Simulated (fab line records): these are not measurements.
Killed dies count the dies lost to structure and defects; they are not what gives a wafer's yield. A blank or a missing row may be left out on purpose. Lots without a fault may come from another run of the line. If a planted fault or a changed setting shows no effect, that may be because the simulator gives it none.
What tool caused it? | flow gf180mcu | 42 wafers from 14 lots sampled at 5 of the route's 602 steps

## WHAT THE GAUGES READ, wafer by wafer
GF_VT_IMPLANT_OVL_MEAS_18. Usual: VT_IMPLANT_01_OVL typically reads -0.3 nm, with standard deviation 1.2.
lot  | measured     | on         | VT_IMPLANT_01_OVL (nm) | flag
L462 | day 6 03:25  | overlay-02 | -2.4 1.7 -0.2          | 
L463 | day 6 11:36  | overlay-02 | 0.1 1.2 0.1            | 
L464 | day 6 17:37  | overlay-02 | -1.1 0.8 -2.5          | 
L465 | day 7 05:08  | overlay-02 | -1.9 -1.5 -0.7         | 
L466 | day 7 15:16  | overlay-01 | 0.4 1.0 0.4            | 
L467 | day 7 16:00  | overlay-01 | -0.6 1.2 -0.7          | 
L470 | day 8 12:25  | overlay-01 | -0.1 0.7 1.3           | 
L471 | day 8 19:48  | overlay-01 | -1.5 -1.0 -1.6         | 
L474 | day 9 12:01  | overlay-02 | -2.9 -1.2 -2.3         | 
L476 | day 10 00:17 | overlay-01 | 1.5 2.6 1.5            | 
L478 | day 10 12:57 | overlay-02 | 1.1 -0.3 -0.1          | 
L483 | day 11 20:52 | overlay-02 | -0.5 -0.5 0.4          | 
L484 | day 12 00:26 | overlay-02 | -2.3 -1.7 -1.4         | 
L485 | day 12 13:19 | overlay-01 | 0.2 -1.6 -0.3          | 

GF_DUAL_GATE_THK_MEAS_03. Usual: DUAL_GATE_OXIDATION_00_THK typically reads 10.80 nm, with standard deviation 0.22.
lot  | measured     | on           | DUAL_GATE_OXIDATION_00_THK (nm) | flag
L462 | day 7 15:12  | filmMetro-04 | 10.98 10.86 10.78               | 
L463 | day 7 21:20  | filmMetro-02 | 10.46 10.48 10.66               | 
L464 | day 8 04:58  | filmMetro-01 | 10.97 10.75 10.79               | 
L465 | day 8 16:40  | filmMetro-04 | 10.97 10.98 10.88               | 
L466 | day 9 02:41  | filmMetro-04 | 10.72 10.51 10.64               | 
L467 | day 9 05:07  | filmMetro-01 | 10.67 10.88 10.89               | 
L470 | day 10 02:26 | filmMetro-01 | 10.59 10.55 10.61               | 
L471 | day 10 08:28 | filmMetro-02 | 11.00 11.02 11.16               | 
L474 | day 11 02:58 | filmMetro-04 | 10.93 11.12 10.90               | 
L476 | day 11 15:11 | filmMetro-02 | 10.83 10.77 10.88               | 
L478 | day 12 06:06 | filmMetro-04 | 11.13 10.97 11.04               | 
L483 | day 13 16:24 | filmMetro-01 | 11.00 10.99 11.02               | 
L484 | day 13 19:58 | filmMetro-04 | 10.20 10.17 10.10               | 
L485 | day 14 08:08 | filmMetro-02 | 10.77 10.59 10.83               | 

GF_POLY_GATE_THK_MEAS_01. Usual: POLY_GATE_CVD_00_THK typically reads 199.0 nm, with standard deviation 1.8.
lot  | measured     | on           | POLY_GATE_CVD_00_THK (nm) | flag
L462 | day 8 10:31  | filmMetro-03 | 200.4 199.6 200.3         | 
L463 | day 8 17:14  | filmMetro-04 | 197.4 199.2 197.8         | 
L464 | day 9 00:37  | filmMetro-04 | 202.3 200.9 202.8         | 
L465 | day 9 13:29  | filmMetro-03 | 196.6 197.3 197.8         | 
L466 | day 9 23:50  | filmMetro-02 | 201.6 200.9 200.8         | 
L467 | day 10 00:53 | filmMetro-02 | 197.1 197.7 196.5         | 
L470 | day 10 23:43 | filmMetro-02 | 197.2 195.1 197.5         | 
L471 | day 11 07:24 | filmMetro-02 | 200.6 201.7 199.6         | 
L474 | day 12 01:41 | filmMetro-02 | 198.1 198.5 198.4         | 
L476 | day 12 14:01 | filmMetro-03 | 199.0 199.3 198.9         | 
L478 | day 13 04:37 | filmMetro-04 | 202.3 203.1 201.5         | 
L483 | day 14 17:04 | filmMetro-04 | 198.0 198.7 198.7         | 
L484 | day 14 20:03 | filmMetro-02 | 195.5 198.0 197.2         | 
L485 | day 15 08:16 | filmMetro-04 | 195.6 198.0 197.6         | 

GF_HV_LDD_TW_MEAS_23. Usual: HV_LDD_2_TW typically reads 1064, with standard deviation 8.3.
lot  | measured     | on           | HV_LDD_2_TW    | flag
L462 | day 10 19:25 | filmMetro-02 | 1052 1058 1061 | 
L463 | day 11 01:07 | filmMetro-03 | 1069 1066 1063 | 
L464 | day 11 08:28 | filmMetro-03 | 1069 1072 1067 | 
L465 | day 11 23:53 | filmMetro-01 | 1070 1071 1076 | 
L466 | day 12 09:17 | filmMetro-01 | 1074 1074 1075 | 
L467 | day 12 11:31 | filmMetro-02 | 1059 1055 1059 | 
L470 | day 13 12:03 | filmMetro-01 | 1067 1070 1066 | 
L471 | day 13 20:34 | filmMetro-03 | 1074 1073 1074 | 
L474 | day 14 16:23 | filmMetro-02 | 1564 1554 1550 | OFF
L476 | day 15 06:58 | filmMetro-02 | 1554 1550 1553 | OFF
L478 | day 15 22:00 | filmMetro-02 | 1052 1050 1050 | 
L483 | day 17 14:52 | filmMetro-03 | 1072 1066 1068 | 
L484 | day 17 17:14 | filmMetro-03 | 1073 1074 1068 | 
L485 | day 18 06:56 | filmMetro-02 | 1052 1054 1058 | 

## WHICH TOOL RAN EACH LOT (tool, then ch and the chambers of the sampled wafers, then the start)
lot  | GF_HV_LDD_IMPLANT_21
L462 | implanter-04 ch 0, day 10 19:10
L463 | implanter-03 ch 0, day 11 00:53
L464 | implanter-01 ch 0, day 11 08:14
L465 | implanter-04 ch 0, day 11 23:38
L466 | implanter-03 ch 0, day 12 09:03
L467 | implanter-04 ch 0, day 12 11:16
L470 | implanter-04 ch 0, day 13 11:48
L471 | implanter-03 ch 0, day 13 20:22
L474 | implanter-03 ch 0, day 14 16:09
L476 | implanter-03 ch 0, day 15 06:45
L478 | implanter-01 ch 0, day 15 21:45
L483 | implanter-01 ch 0, day 17 14:37
L484 | implanter-03 ch 0, day 17 16:59
L485 | implanter-04 ch 0, day 18 06:41
- GF_HV_LDD_IMPLANT_21

## WHAT THE TOOLS THEMSELVES READ (means of the sampled wafers that have a number; where no wafer has one, the mark that the record gives instead)
GF_HV_LDD_IMPLANT_21. Usual: beamOnS 10.02 s, standard deviation 0.2; doseIonsCm2 5e+13, standard deviation 5.8e+10; faradayCurrentUA 281, standard deviation 5.7.
lot  | tool         | beamOnS (s) | doseIonsCm2 | faradayCurrentUA | flag
L462 | implanter-04 | 10.03       | 5e+13       | 281              | 
L463 | implanter-03 | 9.98        | 5e+13       | 283              | 
L464 | implanter-01 | 10.01       | 5e+13       | 281              | 
L465 | implanter-04 | 10.01       | 5e+13       | 281              | 
L466 | implanter-03 | 10.06       | 5e+13       | 280              | 
L467 | implanter-04 | 9.86        | 5e+13       | 286              | 
L470 | implanter-04 | 9.99        | 5e+13       | 282              | 
L471 | implanter-03 | 10.09       | 5e+13       | 280              | 
L474 | implanter-03 | 12.75       | 2e+14       | 769              | OFF
L476 | implanter-03 | 12.88       | 2e+14       | 761              | OFF
L478 | implanter-01 | 10.08       | 5e+13       | 280              | 
L483 | implanter-01 | 9.96        | 5e+13       | 282              | 
L484 | implanter-03 | 10.14       | 5e+13       | 279              | 
L485 | implanter-04 | 10.00       | 5e+13       | 282              | 

## THE ANSWER, worked out from the rows above alone
Rule: a lot counts as off when the mean over its wafers that have a number is more than 3 standard deviations away from the usual mean. A lot without any number at a reading at which 4 lots or more have one is off too. Where the step has rows for the other lots, those lots are counted as sound. After the gauges, taken in route order, come the tools' own readings; for these a lot's mean is taken, as printed above. At the first step where some lot is off, the reading lying furthest off is the one used; lots without a number count as furthest.
Off: at GF_HV_LDD_TW_MEAS_23 (HV_LDD_2_TW), L474, L476.
A tool fits if, at a process step before that reading, it ran every lot that is off, and no sound lot after the first of them. The gauges at GF_HV_LDD_TW_MEAS_23 aren't tried: what is off there is off at GF_HV_LDD_IMPLANT_21 too, on other tools, and a gauge's error can't cause that. None of those tried fits.

## WHAT HAD BEEN PUT IN BY THE SIMULATOR
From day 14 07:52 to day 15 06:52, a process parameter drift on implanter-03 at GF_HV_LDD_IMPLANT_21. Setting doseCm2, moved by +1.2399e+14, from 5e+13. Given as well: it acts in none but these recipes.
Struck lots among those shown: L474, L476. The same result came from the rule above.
